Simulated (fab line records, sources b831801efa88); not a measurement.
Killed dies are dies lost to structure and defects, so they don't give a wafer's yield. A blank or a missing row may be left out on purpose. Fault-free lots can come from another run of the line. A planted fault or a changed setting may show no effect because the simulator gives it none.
Comparing a struck lot with a sound one    flow sfq_line    15 steps out of a route of 325
Sound: the wafers L369.1, L369.3, L369.6. Struck: wafers L382.1, L382.4. (L382.5 of the same lot was not struck and is left out.) The cause comes at the end.
Each step with rows lists, per side, the tool, then ch with its chambers, then its first start. Under that, the readings that differ: sound wafers    struck wafers    difference of the means    sigmas: that difference in standard deviations of wafers without a fault.
alike: same words and numbers on both sides, and readings whose means sit less than 2 such deviations apart. not compared: any withheld reading, any reading some wafer has no value for, any bound like >300 that may hide the same value, and any number with overlapping values for which the record gives no deviation.
The two part at a step that has a row with sigmas, a row that says differs or no value, or rows on one side only. Numbers that don't overlap but have no deviation are shown without sigmas and don't part them. A reading that every wafer of one side lacks parts them only if that side has two wafers or more.

first, 1 step without rows for these wafers: SFQ_TRILAYER_M7_STRIP_SOLV_CLEAN_182 (cleans in NMP, time 600 s).
SFQ_TRILAYER_I7_DEP_PECVD_183: deposits SiO2 from SiH4/N2O, time 111.11 s, target thk 500 nm.
  sound on pecvd-02 ch 0,2, day 74 11:46; struck on pecvd-03 ch 2, day 78 10:46
  alike: heater_power_w, throttle_valve_pct
  not compared: since_wet_clean_h
SFQ_TRILAYER_I7_CMP_CMP_184: polishes SiO2.
  sound on cmp-01 ch 0,1,3, day 74 23:14; struck on cmp-02 ch 0,3, day 78 12:45
  alike: head_pressure_psi, motor_current_A, slurry_filter_dp_kPa, time_to_endpoint_s
SFQ_I7_BOW_MEAS_946:
  struck on film_metro-04, day 78 15:45; sound on film_metro-04, day 75 01:14
  alike: I7_BOW
SFQ_TRILAYER_I7_METRO_MEASURE_185:
  struck on film_metro-04, day 78 15:52; sound on film_metro-04, day 75 01:21
  alike: thk_nm
then, 6 steps without rows for these wafers: SFQ_TRILAYER_I7_VIA_LITHO_COAT_192 (resist thk 62 nm); SFQ_TRILAYER_I7_VIA_LITHO_COAT_187 (resist thk 650 nm); SFQ_TRILAYER_I7_VIA_LITHO_SOFTBAKE_191; SFQ_TRILAYER_I7_VIA_LITHO_EXPOSE_188 (exposes mask I7, target cd 1000 nm); SFQ_TRILAYER_I7_VIA_LITHO_PEB_190 (peb time 60 s); SFQ_TRILAYER_I7_VIA_LITHO_DEVELOP_189 (time 60 s).
SFQ_I7_OVL_MEAS_947:
  struck on overlay-02, day 78 21:16; sound on overlay-02, day 75 13:21
  alike: I7_OVL
SFQ_TRILAYER_I7_VIA_BARC_OPEN_VIA_ETCH_260: etches BARC in O2, target depth 125 nm, time 41.7 s.
  sound on rie_diel-02 ch 0,2,3, day 75 13:23; struck on rie_diel-01 ch 0,1, day 78 21:18
reading                                                  sound              struck     difference  sigmas
drypump_motor_current_A (A)                              6.1 5.2 5.3        6.6 6.2    +0.9        +2
model.KrF_of_TRILAYER_I7_VIA_LITHO_COAT_187.thk_nm (nm)  570.8 571.9 573.3  597 596.9  +25         
  alike: oes_product_au
  not compared: rf_hours_counter_h
SFQ_TRILAYER_I7_VIA_ETCH_VIA_ETCH_190: etches SiO2 in CHF3, stops on Nb, target depth 260 nm.
  sound on rie_diel-02 ch 0,2,3, day 75 13:26; struck on rie_diel-01 ch 0,1, day 78 21:20
reading                                                  sound            struck     difference  sigmas
drypump_motor_current_A (A)                              6.1 5.2 5.3      6.6 6.2    +0.9        +2
model.KrF_of_TRILAYER_I7_VIA_LITHO_COAT_187.thk_nm (nm)  526.3 528 529.7  551.4 551  +23.2       
  alike: oes_product_au
SFQ_TRILAYER_I7_VIA_STRIP_STRIP_191: strips in O2.
  sound on rie_metal-01 ch 0, day 75 13:32; struck on rie_metal-02 ch 0,1, day 78 21:27
reading                sound              struck       difference  sigmas
oes_product_au (a.u.)  0.985 0.982 0.975  1.001 1.001  +0.020      +2
  alike: drypump_motor_current_A
  not compared: rf_hours_counter_h

== WHERE THEY PART ==
First at SFQ_TRILAYER_I7_VIA_BARC_OPEN_VIA_ETCH_260; last, within this record, at SFQ_TRILAYER_I7_VIA_STRIP_STRIP_191.

WHY: what the simulator had put in
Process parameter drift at SFQ_TRILAYER_I7_VIA_BARC_OPEN_VIA_ETCH_260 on rie_diel-01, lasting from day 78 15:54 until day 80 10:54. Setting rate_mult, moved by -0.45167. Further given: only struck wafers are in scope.
